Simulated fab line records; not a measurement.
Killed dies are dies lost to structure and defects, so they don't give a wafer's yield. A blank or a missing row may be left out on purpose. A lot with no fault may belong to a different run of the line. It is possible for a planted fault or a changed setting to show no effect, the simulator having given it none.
Struck lot and sound lot, side by side | flow sfq-line | 14 steps out of a route of 325
Sound: the wafers L451.1, L451.3, L451.4. Struck: wafers L450.2, L450.6. (L450.5 of the same lot was not struck and is left out.) The cause comes at the end.
For every step that has rows: the tool of each side, followed by ch and its chambers, followed by its first start. Under that, the readings that differ: sound wafers | struck wafers | difference of the means | sigmas: that difference in standard deviations of wafers without a fault.
alike: readings whose means differ by less than 2 such deviations, and words and numbers that are the same on both sides. not compared: withheld readings, readings that some wafer has no value for, bounds like >300 that may hide the same value, and numbers for which the record gives no deviation and whose values overlap.
Wherever a step has rows on one side only, a row that says differs or no value, or a row with sigmas, the two part there. When numbers do not overlap yet have no deviation, they are printed without sigmas and do not part them. Lack of a reading on every wafer of one side parts them only where that side has two or more wafers.

first, 2 steps without rows for these wafers: SFQ_TRILAYER_I1_VIA_STRIP_SOLV_CLEAN_054 (cleans in NMP, time 600 s); SFQ_TRILAYER_M2_DEP_PRE_CLEAN_056 (time 22.5 s).
SFQ_TRILAYER_M2_DEP_SPUTTER_055: material Nb, target thk 200 nm, time 133.3 s.
  sound on pvd-sputter-06 at day 41 14:10; struck on pvd-sputter-03 at day 41 09:22
  reading                | sound          | struck    | difference | sigmas
  throttle-valve-pct (%) | 27.8 28.7 28.4 | 31.0 29.7 | +2.1       | +2
SFQ_M2_RS_MEAS_914: the measuring method here is four-point-probe.
  sound on film-metro-01 at day 41 14:16; struck on film-metro-04 at day 41 09:29
  alike: M2_NB_RS
then, 6 steps without rows for these wafers: SFQ_TRILAYER_M2_LITHO_COAT_062 (resist thk 62 nm); SFQ_TRILAYER_M2_LITHO_COAT_057 (resist thk 600 nm); SFQ_TRILAYER_M2_LITHO_SOFTBAKE_061; SFQ_TRILAYER_M2_LITHO_EXPOSE_058 (exposes mask M2, target cd 500 nm); SFQ_TRILAYER_M2_LITHO_PEB_060 (peb time 60 s); SFQ_TRILAYER_M2_LITHO_DEVELOP_059 (time 60 s).
-- the record jumps here: 6 days lie between the struck wafers' starts before and after --
SFQ_M2_OVL_MEAS_916:
  sound on overlay-02 at day 47 23:27; struck on overlay-02 at day 47 21:04
  alike: M2_OVL
SFQ_TRILAYER_M2_BARC_OPEN_METAL_ETCH_077: etches BARC in O2, target depth 125 nm, time 41.7 s.
  sound on rie-metal-02 ch 0,1, day 47 23:29; struck on rie-metal-03 ch 1, day 47 21:05
  reading                                             | sound             | struck      | difference | sigmas
  drypump-motor-current-A (A)                         | 6.3 6.1 6.3       | 4.8 4.8     | -1.4       | -3
  rf-fwd-power-W (W)                                  | 590 597 590       | 689 687     | +96        | +30
  model.KrF_of_TRILAYER_M2_LITHO_COAT_057.thk-nm (nm) | 522.1 523.8 521.7 | 516.4 518.9 | -4.9       |
  alike: oes-product-au
  not compared: rf-hours-counter-h
SFQ_TRILAYER_M2_ETCH_METAL_ETCH_060: etches Nb in Cl2/Ar, stops on SiO2, target depth 240 nm, time 120 s.
  sound on rie-metal-02 ch 0,1, day 47 23:33; struck on rie-metal-03 ch 1, day 47 21:09
  reading                     | sound       | struck  | difference | sigmas
  drypump-motor-current-A (A) | 6.3 6.0 6.3 | 4.8 4.8 | -1.4       | -3
  alike: oes-product-au, rf-fwd-power-W
  not compared: rf-hours-counter-h, model.KrF_of_TRILAYER_M2_LITHO_COAT_057.thk-nm
SFQ_TRILAYER_M2_STRIP_STRIP_061: strips in O2.
  sound on rie-metal-02 ch 0,1, day 47 23:40; struck on rie-metal-03 ch 1, day 47 21:16
  reading                     | sound       | struck  | difference | sigmas
  drypump-motor-current-A (A) | 6.3 6.1 6.3 | 4.8 4.9 | -1.4       | -3
  alike: oes-product-au
  not compared: rf-hours-counter-h

## WHERE THEY PART
At SFQ_TRILAYER_M2_DEP_SPUTTER_055 first; at SFQ_TRILAYER_M2_STRIP_STRIP_061 last (within this record only).

WHY: what the simulator had put in
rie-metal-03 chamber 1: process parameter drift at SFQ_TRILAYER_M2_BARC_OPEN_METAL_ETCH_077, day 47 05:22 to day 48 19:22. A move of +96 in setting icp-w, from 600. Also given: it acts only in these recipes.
